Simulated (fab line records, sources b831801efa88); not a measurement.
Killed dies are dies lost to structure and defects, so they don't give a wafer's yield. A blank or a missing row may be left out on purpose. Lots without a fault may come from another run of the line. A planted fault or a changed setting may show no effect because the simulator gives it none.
A struck lot beside a sound one | flow gf180mcu | 19 steps out of a route of 602
Sound: wafers L263.1, L263.2, L263.3. Struck: wafer L269.4. (L269.1, L269.6 of the same lot were not struck and are left out.) The cause comes at the end.
At each step with rows: each side's tool, then ch and its chambers, then its first start. Under that, the readings that differ: sound wafers | struck wafers | difference of the means | sigmas: that difference in standard deviations of wafers without a fault.
alike: readings whose means differ by less than 2 such deviations, and words and numbers that are the same on both sides. not compared: withheld readings, readings that some wafer has no value for, bounds like >300 that may hide the same value, and numbers for which the record gives no deviation and whose values overlap.
The two part at a step that has a row with sigmas, a row that says differs or no value, or rows on one side only. Numbers that don't overlap but have no deviation are shown without sigmas and don't part them. A reading that every wafer of one side lacks parts them only if that side has two wafers or more.

first, 2 steps without rows for these wafers: GF_VT_IMPLANT_PEB_16; GF_VT_IMPLANT_DEVELOP_17 (develop time 60 s).
GF_VT_IMPLANT_OVL_MEAS_18:
  sound on overlay-02, day 7 00:53; struck on overlay-02, day 8 12:41
  alike: VT_IMPLANT_01_OVL
then, 1 step without rows for these wafers: GF_VT_IMPLANT_IMPLANT_19.
GF_VT_IMPLANT_STRIP_20: strips in O2/N2.
  sound on plasma_asher-04 ch 0,1, day 7 01:05; struck on plasma_asher-04 ch 1, day 8 12:52
  reading           | sound                | struck | difference | sigmas
  platen_temp_c (C) | 250.06 249.88 249.69 | 250.22 | +0.34      | +2
  alike: drypump_motor_current_A, heater_power_w, oes_product_au, strip_time_to_endpoint_s
  not compared: rf_hours_counter_h
GF_VT_IMPLANT_TW_MEAS_21:
  sound on film_metro-02, day 7 01:11; struck on film_metro-02, day 8 12:58
  alike: VT_IMPLANT_2_TW
then, 6 steps without rows for these wafers: GF_VT_IMPLANT_DEHYDRATE_22 (time 60 s); GF_VT_IMPLANT_HMDS_23 (prime time 60 s); GF_VT_IMPLANT_COAT_24 (resist thk 1000 nm); GF_VT_IMPLANT_SOFTBAKE_25 (time 60 s); GF_VT_IMPLANT_EXPOSE_26 (exposes mask LVPWELL HV AREA, target cd 860 nm); GF_VT_IMPLANT_PEB_27.
GF_VT_IMPLANT_DEVELOP_28: develop time 60 s.
  sound on litho_track-02 ch 0, day 7 17:26; struck on litho_track-02 ch 0, day 9 06:05
  alike: resist_line_temp_C
GF_VT_IMPLANT_OVL_MEAS_29:
  sound on overlay-02, day 7 17:35; struck on overlay-02, day 9 06:14
  not compared: VT_IMPLANT_02_OVL
then, 1 step without rows for these wafers: GF_VT_IMPLANT_IMPLANT_30.
GF_VT_IMPLANT_STRIP_31: strips in O2/N2.
  sound on plasma_asher-02 ch 0,1, day 7 17:47; struck on plasma_asher-04 ch 0, day 9 06:26
  alike: drypump_motor_current_A, heater_power_w, oes_product_au, platen_temp_c, strip_time_to_endpoint_s
  not compared: rf_hours_counter_h
GF_VT_IMPLANT_TW_MEAS_32:
  sound on film_metro-02, day 7 17:53; struck on film_metro-04, day 9 06:32
  reading         | sound             | struck | difference | sigmas
  VT_IMPLANT_3_TW | 274.9 272.5 272.9 | 30.0   | -243.4     | -99 or more
then, 1 step without rows for these wafers: GF_VT_IMPLANT_DEHYDRATE_33 (time 60 s).
-- the record jumps here: 23 days lie between the struck wafers' starts before and after (it left off in module VT_IMPLANT and takes up again in module PASSIVATION, whose first step shown is number 602 of the route) --
GF_PASSIVATION_PROBE_99:
  the record has rows for the struck wafers here (prober-02, day 32 00:58) and none for the sound ones

WHERE THEY PART
First at GF_VT_IMPLANT_STRIP_20; last, within this record, at GF_PASSIVATION_PROBE_99.

WHY: what the simulator had put in
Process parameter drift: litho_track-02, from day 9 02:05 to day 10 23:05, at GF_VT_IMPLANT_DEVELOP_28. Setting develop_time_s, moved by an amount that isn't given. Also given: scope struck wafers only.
